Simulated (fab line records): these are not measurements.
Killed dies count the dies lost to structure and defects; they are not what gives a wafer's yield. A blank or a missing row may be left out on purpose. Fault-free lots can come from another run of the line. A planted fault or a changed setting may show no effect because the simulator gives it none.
Which tool was responsible? -- flow sky130 -- 33 wafers from 11 lots sampled at 3 of the route's 708 steps

WHAT THE GAUGES READ, wafer by wafer
SKY_POLY_GATE_CD_MEAS_22.
lot,measured,on,cd nm (nm)
L293,day 16 19:38,cd sem-02,147.7 152.1 153.1
L295,day 17 10:41,cd sem-02,150.8 152.6 151.7
L296,day 17 17:01,cd sem-02,149.5 154.3 151.4
L302,day 21 03:15,cd sem-02,154.8 151.7 152.1
L304,day 21 06:35,cd sem-02,153.1 150.2 154.9
L308,day 22 20:02,cd sem-01,150.1 150.7 149.4
L309,day 23 06:49,cd sem-01,152.2 150.9 146.9
L312,day 24 02:55,cd sem-02,151.6 153.5 153.5
L313,day 24 01:22,cd sem-01,150.3 153.7 150.9
L314,day 24 11:19,cd sem-01,149.2 149.0 149.7
L315,day 24 16:37,cd sem-01,153.5 155.1 152.9

WHAT TOOL EACH LOT RAN ON (gives the tool, then ch and the chambers of the sampled wafers, and finally the start)
lot,SKY_FIELD_ISO_ETCH_14,SKY_FIELD_ISO_STRIP_16
L293,"rie diel-04 ch 0,1, day 2 10:07","plasma asher-04 ch 0,1, day 2 10:14"
L295,"rie diel-02 ch 0,1,3, day 2 19:07","plasma asher-03 ch 0,1, day 2 19:13"
L296,"rie diel-04 ch 0,1,2, day 3 01:19","plasma asher-03 ch 0,1, day 3 01:25"
L302,"rie diel-04 ch 2,3, day 4 08:40","plasma asher-03 ch 0,1, day 4 08:46"
L304,"rie diel-02 ch 1,2,3, day 4 20:28","plasma asher-04 ch 0,1, day 4 20:34"
L308,"rie diel-02 ch 1,2,3, day 5 14:16","plasma asher-04 ch 0,1, day 5 14:22"
L309,"rie diel-01 ch 1,2, day 6 01:31","plasma asher-04 ch 0,1, day 6 01:37"
L312,"rie diel-02 ch 0,1,3, day 6 16:20","plasma asher-03 ch 0,1, day 6 16:28"
L313,"rie diel-01 ch 2,3, day 6 16:34","plasma asher-04 ch 0,1, day 6 16:40"
L314,"rie diel-02 ch 1,2,3, day 7 05:04","plasma asher-02 ch 0,1, day 7 05:10"
L315,"rie diel-01 ch 1,2,3, day 7 05:28","plasma asher-04 ch 0,1, day 7 05:34"
- SKY_FIELD_ISO_ETCH_14: etches BARC in N2/H2, stops on SiO2, time 45.9 s, target depth 60 nm.
- SKY_FIELD_ISO_STRIP_16: strips in O2/N2.

WHAT THE TOOLS THEMSELVES READ (means of the sampled wafers that have a number; where no wafer has one, the mark that the record gives instead)
SKY_FIELD_ISO_ETCH_14.
lot,tool,drypump motor current A (A),oes product au (a.u.),throttle valve pct (%)
L293,rie diel-04,5.4,0.858,13.229
L295,rie diel-02,5.8,0.859,13.226
L296,rie diel-04,5.3,0.861,13.217
L302,rie diel-04,5.6,0.853,13.232
L304,rie diel-02,5.9,0.855,13.221
L308,rie diel-02,5.8,0.855,13.222
L309,rie diel-01,5.6,0.852,13.218
L312,rie diel-02,5.8,0.855,13.225
L313,rie diel-01,5.5,0.856,13.213
L314,rie diel-02,5.8,0.854,13.231
L315,rie diel-01,5.5,0.851,13.229

SKY_FIELD_ISO_STRIP_16.
lot,tool,drypump motor current A (A),oes product au (a.u.),strip time to endpoint s (s)
L293,plasma asher-04,5.4,0.376,3.512
L295,plasma asher-03,5.2,0.379,3.542
L296,plasma asher-03,5.3,0.382,3.550
L302,plasma asher-03,5.1,0.384,3.621
L304,plasma asher-04,5.4,0.386,3.535
L308,plasma asher-04,5.8,0.379,3.508
L309,plasma asher-04,5.8,0.377,3.525
L312,plasma asher-03,5.3,0.377,3.521
L313,plasma asher-04,5.4,0.377,3.542
L314,plasma asher-02,5.5,0.381,3.551
L315,plasma asher-04,5.4,0.372,3.517

THE ANSWER, worked out from the rows above alone
Rule: the usual values come from the lots themselves. The widest of any qualifying gaps counts: lots, ordered by their means at a reading, are off when they make up no more than a third of the lots, leave a main group of 4 or more, and stand apart from it by 3 or more times the standard deviation of that group's means. A main group is skipped when, at the precision printed for the reading in the tables above, its means are all equal. Also off: a lot with no number at a reading for which 4 or more lots have one. Where the step has rows for the other lots, those lots are counted as sound. The gauges are gone through in route order, then the tools' own readings, and for those a lot's mean is taken as printed above. The first step at which some lot is off is used, and at that step the reading that is off furthest; a lot without a number counts as furthest.
Off: L302 (SKY_FIELD_ISO_STRIP_16, strip time to endpoint s). For the main group the mean is 3.530 s and the standard deviation 0.015.
A tool fits if, at that step or a process step before it, it ran every lot that is off, and no sound lot after the first of them. One fits: rie diel-04 at SKY_FIELD_ISO_ETCH_14. A fault onset in the window from L296 (day 3 01:19, its last sound lot) to L302 (day 4 08:40, its first lot off) fits.

WHAT THE SIMULATOR HAD PUT IN
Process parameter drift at SKY_FIELD_ISO_ETCH_14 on rie diel-04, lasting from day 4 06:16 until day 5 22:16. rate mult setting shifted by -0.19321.
Struck lots among those shown: L302. The rule above reached the same finding.
